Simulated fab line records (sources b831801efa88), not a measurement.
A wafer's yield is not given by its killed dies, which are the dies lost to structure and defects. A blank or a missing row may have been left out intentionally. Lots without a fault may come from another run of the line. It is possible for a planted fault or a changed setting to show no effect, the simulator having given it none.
Which tool was responsible? / flow sky130 / 11 lots, 33 wafers sampled, at 5 steps of a route of 708

== WHAT THE GAUGES READ, wafer by wafer ==
SKY_LI_CONTACT_BOW_MEAS_03. Usual: LI_CONTACT_BOW gives 56 um (standard deviation 6.3).
lot=L544; measured=day 27 19:43; on=film-metro-01; LI_CONTACT_BOW (um)=53 46 53; flag=
lot=L545; measured=day 28 08:50; on=film-metro-04; LI_CONTACT_BOW (um)=46 47 46; flag=
lot=L548; measured=day 29 12:09; on=film-metro-01; LI_CONTACT_BOW (um)=53 62 50; flag=
lot=L549; measured=day 30 00:04; on=film-metro-04; LI_CONTACT_BOW (um)=53 52 60; flag=
lot=L551; measured=day 30 17:42; on=film-metro-03; LI_CONTACT_BOW (um)=71 51 50; flag=
lot=L555; measured=day 32 01:47; on=film-metro-04; LI_CONTACT_BOW (um)=48 48 56; flag=
lot=L556; measured=day 32 06:43; on=film-metro-01; LI_CONTACT_BOW (um)=55 72 62; flag=
lot=L558; measured=day 32 17:18; on=film-metro-01; LI_CONTACT_BOW (um)=64 60 55; flag=
lot=L562; measured=day 34 02:49; on=film-metro-04; LI_CONTACT_BOW (um)=53 58 49; flag=
lot=L564; measured=day 34 16:30; on=film-metro-03; LI_CONTACT_BOW (um)=61 51 46; flag=
lot=L566; measured=day 35 13:32; on=film-metro-03; LI_CONTACT_BOW (um)=54 57 62; flag=

SKY_LI_CONTACT_OVL_MEAS_13. Usual: LI_CONTACT_OVL gives 0 nm (standard deviation 5.7).
lot=L544; measured=day 29 00:33; on=overlay-01; LI_CONTACT_OVL (nm)=4 -4 2; flag=
lot=L545; measured=day 29 13:33; on=overlay-02; LI_CONTACT_OVL (nm)=-3 4 -2; flag=
lot=L548; measured=day 30 17:25; on=overlay-02; LI_CONTACT_OVL (nm)=4 6 1; flag=
lot=L549; measured=day 31 04:41; on=overlay-01; LI_CONTACT_OVL (nm)=9 11 9; flag=
lot=L551; measured=day 31 21:42; on=overlay-01; LI_CONTACT_OVL (nm)=-7 -9 -1; flag=
lot=L555; measured=day 33 04:31; on=overlay-01; LI_CONTACT_OVL (nm)=6 10 6; flag=
lot=L556; measured=day 33 09:55; on=overlay-02; LI_CONTACT_OVL (nm)=-3 -8 -8; flag=
lot=L558; measured=day 33 20:07; on=overlay-02; LI_CONTACT_OVL (nm)=-4 -10 0; flag=
lot=L562; measured=day 35 05:23; on=overlay-01; LI_CONTACT_OVL (nm)=0 0 -3; flag=
lot=L564; measured=day 35 19:25; on=overlay-02; LI_CONTACT_OVL (nm)=6 4 2; flag=
lot=L566; measured=day 36 15:29; on=overlay-01; LI_CONTACT_OVL (nm)=-5 -8 -7; flag=

SKY_LI_CONTACT_RS_MEAS_22: measurement is done with a four-point probe. Usual: LI_CONTACT_W_RS gives 0.285 ohm/sq (standard deviation 0.0058).
lot=L544; measured=day 29 01:16; on=film-metro-01; LI_CONTACT_W_RS (ohm/sq)=0.291 0.289 0.287; flag=
lot=L545; measured=day 29 14:17; on=film-metro-01; LI_CONTACT_W_RS (ohm/sq)=0.290 0.289 0.287; flag=
lot=L548; measured=day 30 18:09; on=film-metro-03; LI_CONTACT_W_RS (ohm/sq)=0.292 0.290 0.290; flag=
lot=L549; measured=day 31 05:24; on=film-metro-04; LI_CONTACT_W_RS (ohm/sq)=0.288 0.287 0.285; flag=
lot=L551; measured=day 31 22:25; on=film-metro-01; LI_CONTACT_W_RS (ohm/sq)=0.288 0.290 0.287; flag=
lot=L555; measured=day 33 05:16; on=film-metro-03; LI_CONTACT_W_RS (ohm/sq)=0.287 0.285 0.286; flag=
lot=L556; measured=day 33 10:40; on=film-metro-04; LI_CONTACT_W_RS (ohm/sq)=0.273 0.283 0.276; flag=
lot=L558; measured=day 33 21:02; on=film-metro-01; LI_CONTACT_W_RS (ohm/sq)=0.269 0.268 0.281; flag=
lot=L562; measured=day 35 06:06; on=film-metro-01; LI_CONTACT_W_RS (ohm/sq)=0.291 0.292 0.370 0.291 0.291 0.370; flag=OFF
lot=L564; measured=day 35 20:20; on=film-metro-01; LI_CONTACT_W_RS (ohm/sq)=0.381 0.381 0.288 0.381 0.381 0.288; flag=OFF
lot=L566; measured=day 36 16:13; on=film-metro-01; LI_CONTACT_W_RS (ohm/sq)=0.273 0.284 0.272; flag=

SKY_LI_CONTACT_THK_MEAS_23: measures by xrf. Usual: LI_CONTACT_W_THK gives 382 nm (standard deviation 8.7).
lot=L544; measured=day 29 01:23; on=film-metro-01; LI_CONTACT_W_THK (nm)=373 375 377; flag=
lot=L545; measured=day 29 14:23; on=film-metro-01; LI_CONTACT_W_THK (nm)=371 376 378; flag=
lot=L548; measured=day 30 18:15; on=film-metro-03; LI_CONTACT_W_THK (nm)=372 374 375; flag=
lot=L549; measured=day 31 05:31; on=film-metro-04; LI_CONTACT_W_THK (nm)=382 384 385; flag=
lot=L551; measured=day 31 22:32; on=film-metro-01; LI_CONTACT_W_THK (nm)=379 376 383; flag=
lot=L555; measured=day 33 05:22; on=film-metro-03; LI_CONTACT_W_THK (nm)=380 383 384; flag=
lot=L556; measured=day 33 10:46; on=film-metro-04; LI_CONTACT_W_THK (nm)=398 384 395; flag=
lot=L558; measured=day 33 21:08; on=film-metro-01; LI_CONTACT_W_THK (nm)=408 402 386; flag=
lot=L562; measured=day 35 07:17; on=film-metro-01; LI_CONTACT_W_THK (nm)=376 376 299 376 376 299; flag=OFF
lot=L564; measured=day 35 21:32; on=film-metro-01; LI_CONTACT_W_THK (nm)=290 291 380 291 291 383; flag=OFF
lot=L566; measured=day 36 16:20; on=film-metro-01; LI_CONTACT_W_THK (nm)=398 382 398; flag=

== EACH LOT AND THE TOOL THAT RAN IT (in order: tool; ch and the chambers of the sampled wafers; start) ==
lot=L544; SKY_LI_CONTACT_CVD_21=cvd-w-01 ch 0,1, day 29 01:09
lot=L545; SKY_LI_CONTACT_CVD_21=cvd-w-01 ch 0,1, day 29 14:08
lot=L548; SKY_LI_CONTACT_CVD_21=cvd-w-02 ch 0,1, day 30 18:02
lot=L549; SKY_LI_CONTACT_CVD_21=cvd-w-02 ch 0,1, day 31 05:16
lot=L551; SKY_LI_CONTACT_CVD_21=cvd-w-01 ch 0,1, day 31 22:18
lot=L555; SKY_LI_CONTACT_CVD_21=cvd-w-01 ch 0,1, day 33 05:07
lot=L556; SKY_LI_CONTACT_CVD_21=cvd-w-02 ch 0,1, day 33 10:33
lot=L558; SKY_LI_CONTACT_CVD_21=cvd-w-02 ch 0,1, day 33 20:55
lot=L562; SKY_LI_CONTACT_CVD_21=cvd-w-01 ch 0,1, day 35 05:58
lot=L564; SKY_LI_CONTACT_CVD_21=cvd-w-01 ch 0,1, day 35 20:13
lot=L566; SKY_LI_CONTACT_CVD_21=cvd-w-02 ch 0,1, day 36 16:05
- SKY_LI_CONTACT_CVD_21: deposits W, target thk 400 nm, time 120.56 s.

== WHAT THE TOOLS THEMSELVES READ (means of the sampled wafers that have a number; where no wafer has one, the mark that the record gives instead) ==
SKY_LI_CONTACT_CVD_21. Usual: chamber-pressure-Torr 39.99 Torr, standard deviation 0.082; heater-power-w 828 W, standard deviation 59.
lot=L544; tool=cvd-w-01; chamber-pressure-Torr (Torr)=39.89; heater-power-w (W)=780; flag=
lot=L545; tool=cvd-w-01; chamber-pressure-Torr (Torr)=39.99; heater-power-w (W)=755; flag=
lot=L548; tool=cvd-w-02; chamber-pressure-Torr (Torr)=39.92; heater-power-w (W)=875; flag=
lot=L549; tool=cvd-w-02; chamber-pressure-Torr (Torr)=39.99; heater-power-w (W)=886; flag=
lot=L551; tool=cvd-w-01; chamber-pressure-Torr (Torr)=39.86; heater-power-w (W)=795; flag=
lot=L555; tool=cvd-w-01; chamber-pressure-Torr (Torr)=40.02; heater-power-w (W)=796; flag=
lot=L556; tool=cvd-w-02; chamber-pressure-Torr (Torr)=40.02; heater-power-w (W)=885; flag=
lot=L558; tool=cvd-w-02; chamber-pressure-Torr (Torr)=39.94; heater-power-w (W)=870; flag=
lot=L562; tool=cvd-w-01; chamber-pressure-Torr (Torr)=34.51; heater-power-w (W)=772; flag=OFF
lot=L564; tool=cvd-w-01; chamber-pressure-Torr (Torr)=29.01; heater-power-w (W)=778; flag=OFF
lot=L566; tool=cvd-w-02; chamber-pressure-Torr (Torr)=40.07; heater-power-w (W)=902; flag=

== THE ANSWER, worked out from the rows above alone ==
Rule: lot off if the mean of its wafers having a number is beyond 3 standard deviations from the usual mean. A lot without any number at a reading at which 4 lots or more have one is off too. Where the step has rows for the other lots, those lots are counted as sound. First the gauges in route order, then the tools' own readings, where a lot's mean is used as printed above. The first step at which some lot is off is used, and at that step the reading that is off furthest; a lot without a number counts as furthest.
Off: at SKY_LI_CONTACT_RS_MEAS_22 (LI_CONTACT_W_RS), L562, L564.
A tool fits if, at a process step before that reading, it ran every lot that is off, and no sound lot after the first of them. Not tried: the gauges at SKY_LI_CONTACT_RS_MEAS_22; whatever is off there is also off at SKY_LI_CONTACT_CVD_21, on other tools, and gauge error can't account for it. One candidate fits, namely cvd-w-01 at SKY_LI_CONTACT_CVD_21. A fault onset in the window from L555 (day 33 05:07, its last sound lot) to L562 (day 35 05:58, its first lot off) fits.
The tool's own readings at SKY_LI_CONTACT_CVD_21 bear it out: on the lots that are off they differ by more than 5 times the standard deviation of the sound lots' means. chamber-pressure-Torr reads 31.76 Torr there against 39.97 Torr on the sound lots.

== WHAT THE SIMULATOR HAD INSERTED ==
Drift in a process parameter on cvd-w-01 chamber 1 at SKY_LI_CONTACT_CVD_21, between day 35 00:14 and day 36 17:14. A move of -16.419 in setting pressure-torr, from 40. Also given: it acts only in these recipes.
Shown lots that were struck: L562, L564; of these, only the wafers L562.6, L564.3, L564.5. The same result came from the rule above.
